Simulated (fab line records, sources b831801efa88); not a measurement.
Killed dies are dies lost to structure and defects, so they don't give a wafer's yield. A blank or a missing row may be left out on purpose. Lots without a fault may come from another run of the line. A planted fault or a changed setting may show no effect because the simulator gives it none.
Tool commonality check | flow gf180mcu | 13 lots, 39 wafers sampled

WHY IT WAS OPENED
At GF_NSD_TW_MEAS_12 the reading NSD_TW is flagged on 1 of 13 lots. Wafers without a fault read 4214, standard deviation 22.
Rule: a lot is flagged when every wafer of it that has a number lies more than 4 standard deviations from that mean, or none has a number. The other lots count as sound.

lot  | measured     | on            | NSD_TW, wafer by wafer | flag
L647 | day 13 17:23 | film_metro-01 | 4221 4214 4213         |
L649 | day 14 05:10 | film_metro-01 | 4223 4229 4234         |
L650 | day 14 18:16 | film_metro-04 | 4236 4222 4217         |
L651 | day 15 00:29 | film_metro-01 | 4219 4226 4222         |
L655 | day 16 10:27 | film_metro-01 | 4220 4202 4210         |
L656 | day 16 18:46 | film_metro-04 | 4238 4220 4226         |
L659 | day 17 20:43 | film_metro-01 | 4194 4214 4174         |
L662 | day 18 22:08 | film_metro-01 | 30 30 30               | FLAGGED
L665 | day 19 20:13 | film_metro-02 | 4238 4236 4212         |
L666 | day 20 07:20 | film_metro-02 | 4185 4209 4221         |
L667 | day 20 12:13 | film_metro-04 | 4201 4217 4178         |
L668 | day 20 21:23 | film_metro-01 | 4164 4177 4196         |
L669 | day 21 02:07 | film_metro-01 | 4240 4211 4229         |
The numbers of the flagged lots are 30 on average: -4184 against the usual, or -99 or more standard deviations.

WHICH TOOL RAN EACH LOT
The record holds 1 process step before the reading, out of a route of 602 steps. In each cell: the tool, then ch and the chambers that the sampled wafers went through, then the start.
lot  | flag    | GF_NSD_EXPOSE_04
L647 |         | iline_stepper-02 ch 0, day 13 07:25
L649 |         | iline_stepper-02 ch 0, day 13 17:57
L650 |         | iline_stepper-02 ch 0, day 14 07:33
L651 |         | iline_stepper-01 ch 0, day 14 13:10
L655 |         | iline_stepper-01 ch 0, day 15 22:46
L656 |         | iline_stepper-02 ch 0, day 16 07:52
L659 |         | iline_stepper-02 ch 0, day 17 09:07
L662 | FLAGGED | iline_stepper-01 ch 0, day 18 10:17
L665 |         | iline_stepper-02 ch 0, day 19 07:37
L666 |         | iline_stepper-02 ch 0, day 19 19:04
L667 |         | iline_stepper-02 ch 0, day 19 23:46
L668 |         | iline_stepper-01 ch 0, day 20 08:46
L669 |         | iline_stepper-01 ch 0, day 20 14:29
What these steps do:
- GF_NSD_EXPOSE_04: exposes mask Nplus, target cd 400 nm.
- GF_NSD_TW_MEAS_12

FLAGGED OVER TOTAL, TOOL BY TOOL (the gauges that took the reading come last)
step              | tool             | lots run | flagged | share of the flagged lots | sound lots run after its first flagged lot
GF_NSD_EXPOSE_04  | iline_stepper-01 | 5        | 1       | all                       | 2 (L668,L669)
GF_NSD_EXPOSE_04  | iline_stepper-02 | 8        | 0       | none                      | -
GF_NSD_TW_MEAS_12 | film_metro-01    | 8        | 1       | all                       | 2 (L668,L669)
GF_NSD_TW_MEAS_12 | film_metro-02    | 2        | 0       | none                      | -
GF_NSD_TW_MEAS_12 | film_metro-04    | 3        | 0       | none                      | -

WHAT THE TABLE ALLOWS
2 rows of the table ran every flagged lot: iline_stepper-01 at GF_NSD_EXPOSE_04, film_metro-01 at GF_NSD_TW_MEAS_12.
- iline_stepper-01 at GF_NSD_EXPOSE_04: 1 of its 5 lots flagged. Sound lots ran on it after the first flagged one (L668, L669), which a lasting fault on the whole tool wouldn't allow.
- film_metro-01 at GF_NSD_TW_MEAS_12: 1 of its 8 lots flagged. Sound lots ran on it after the first flagged one (L668, L669), which a lasting fault on the whole tool wouldn't allow.
No row of the table ran every flagged lot and no sound lot after the first.

WHAT THE SIMULATOR HAD PUT IN
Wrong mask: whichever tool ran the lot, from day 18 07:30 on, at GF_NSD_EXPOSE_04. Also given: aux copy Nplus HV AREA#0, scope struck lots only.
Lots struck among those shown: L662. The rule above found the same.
